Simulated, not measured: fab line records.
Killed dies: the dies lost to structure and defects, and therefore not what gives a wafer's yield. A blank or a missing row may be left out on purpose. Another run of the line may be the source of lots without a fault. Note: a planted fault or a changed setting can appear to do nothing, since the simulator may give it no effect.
Tool commonality check	flow sky130	13 lots and 35 wafers in the sample

## WHAT PROMPTED THE OPENING
Flagged at SKY_METAL2_CD_MEAS_15: reading cdNm, on 2 of 13 lots. No-fault wafers: 139.8 nm, standard deviation 1.3.
Rule: flag the lot when none of its wafers has a number, or when each of its wafers that has one lies beyond 4 standard deviations from that mean. The rest of the lots are taken to be sound.

lot	measured	on	cdNm (nm), wafer by wafer	flag
L653	day 36 18:51	cdSem-02	140.3 142.4 139.6	
L656	day 36 20:20	cdSem-02	141.5 140.8 139.4	
L652	day 37 02:02	cdSem-02	140.1 139.0 139.2	
L658	day 37 11:26	cdSem-02	46.8	FLAGGED
L659	day 37 17:59	cdSem-02	7.0	FLAGGED
L660	day 38 02:41	cdSem-02	140.2 140.2 139.7	
L661	day 38 11:47	cdSem-02	138.7 136.9 138.6	
L663	day 38 21:47	cdSem-02	140.3 140.8 141.9	
L667	day 40 00:41	cdSem-02	139.7 139.9 139.9	
L670	day 40 21:02	cdSem-01	138.8 140.0 140.6	
L671	day 41 03:15	cdSem-01	136.6 136.3 136.7	
L673	day 41 21:54	cdSem-02	140.1 139.6 140.9	
L675	day 42 06:28	cdSem-02	140.7 139.3 138.4	
Average over the flagged lots: 26.9 nm; offset from the usual -112.9 nm, equal to -87 standard deviations.

## WHICH TOOL RAN EACH LOT
The record holds 2 process steps before the reading, out of a route of 708 steps. Every cell lists first the tool, next ch and the chambers used by the sampled wafers, and last the start.
lot	flag	SKY_METAL1_DESCUM_17	SKY_METAL2_EXPOSE_12
L653		rieMetal-03 ch 0,1, day 34 11:20	krfScanner-01 ch 0, day 36 05:43
L656		rieMetal-01 ch 0,1, day 34 11:54	krfScanner-02 ch 0, day 36 06:56
L652		rieMetal-01 ch 0, day 34 18:51	krfScanner-01 ch 0, day 36 13:07
L658	FLAGGED	rieMetal-01 ch 0, day 35 05:10	krfScanner-02 ch 0, day 36 23:13
L659	FLAGGED	rieMetal-01 ch 1, day 35 10:31	krfScanner-02 ch 0, day 37 05:28
L660		rieMetal-03 ch 0,1, day 35 19:49	krfScanner-01 ch 0, day 37 13:52
L661		rieMetal-01 ch 0,1, day 36 04:59	krfScanner-01 ch 0, day 37 23:20
L663		rieMetal-03 ch 0,1, day 36 15:07	krfScanner-01 ch 0, day 38 09:35
L667		rieMetal-02 ch 1, day 37 20:33	krfScanner-01 ch 0, day 39 12:58
L670		rieMetal-01 ch 0,1, day 38 17:36	krfScanner-01 ch 0, day 40 09:11
L671		rieMetal-02 ch 0,1, day 39 00:18	krfScanner-01 ch 0, day 40 15:24
L673		rieMetal-01 ch 0,1, day 39 18:04	krfScanner-01 ch 0, day 41 09:53
L675		rieMetal-03 ch 0,1, day 40 04:12	krfScanner-01 ch 0, day 41 18:56
What these steps do:
- SKY_METAL1_DESCUM_17: chemistry O2, time 8 s.
- SKY_METAL2_EXPOSE_12: exposes mask MM2, target cd 140 nm.
- SKY_METAL2_CD_MEAS_15: target cd 140 nm.

## FLAGGED AGAINST TOTAL, ONE TOOL AT A TIME (gauges that did the reading follow at the end)
step	tool	lots run	flagged	share of the flagged lots	sound lots run after its first flagged lot
SKY_METAL1_DESCUM_17	rieMetal-01	7	2	all	3 (L661,L670,L673)
SKY_METAL1_DESCUM_17	rieMetal-02	2	0	none	-
SKY_METAL1_DESCUM_17	rieMetal-03	4	0	none	-
SKY_METAL2_EXPOSE_12	krfScanner-01	10	0	none	-
SKY_METAL2_EXPOSE_12	krfScanner-02	3	2	all	0
SKY_METAL2_CD_MEAS_15	cdSem-01	2	0	none	-
SKY_METAL2_CD_MEAS_15	cdSem-02	11	2	all	6 (L660,L661,L663,L667,L673,L675)

## WHAT THE TABLE ALLOWS
rieMetal-01 at SKY_METAL1_DESCUM_17, krfScanner-02 at SKY_METAL2_EXPOSE_12 and cdSem-02 at SKY_METAL2_CD_MEAS_15: these 3 rows of the table ran every flagged lot.
- rieMetal-01 at SKY_METAL1_DESCUM_17 ran 7 lots, 2 of them flagged. Sound lots followed the first flagged one (L661, L670, L673) on it, something a lasting fault affecting the whole tool could not allow.
- krfScanner-02 at SKY_METAL2_EXPOSE_12 ran 3 lots, 2 of them flagged. Last sound lot L656 at day 36 06:56, first flagged lot L658 at day 36 23:13; a fault beginning in between fits.
- cdSem-02 at SKY_METAL2_CD_MEAS_15 ran 11 lots, 2 of them flagged. Sound lots followed the first flagged one (L660, L661, L663, L667, L673, L675) on it, something a lasting fault affecting the whole tool could not allow.
krfScanner-02 at SKY_METAL2_EXPOSE_12 is the single tool remaining.

## WHAT HAD BEEN PUT IN BY THE SIMULATOR
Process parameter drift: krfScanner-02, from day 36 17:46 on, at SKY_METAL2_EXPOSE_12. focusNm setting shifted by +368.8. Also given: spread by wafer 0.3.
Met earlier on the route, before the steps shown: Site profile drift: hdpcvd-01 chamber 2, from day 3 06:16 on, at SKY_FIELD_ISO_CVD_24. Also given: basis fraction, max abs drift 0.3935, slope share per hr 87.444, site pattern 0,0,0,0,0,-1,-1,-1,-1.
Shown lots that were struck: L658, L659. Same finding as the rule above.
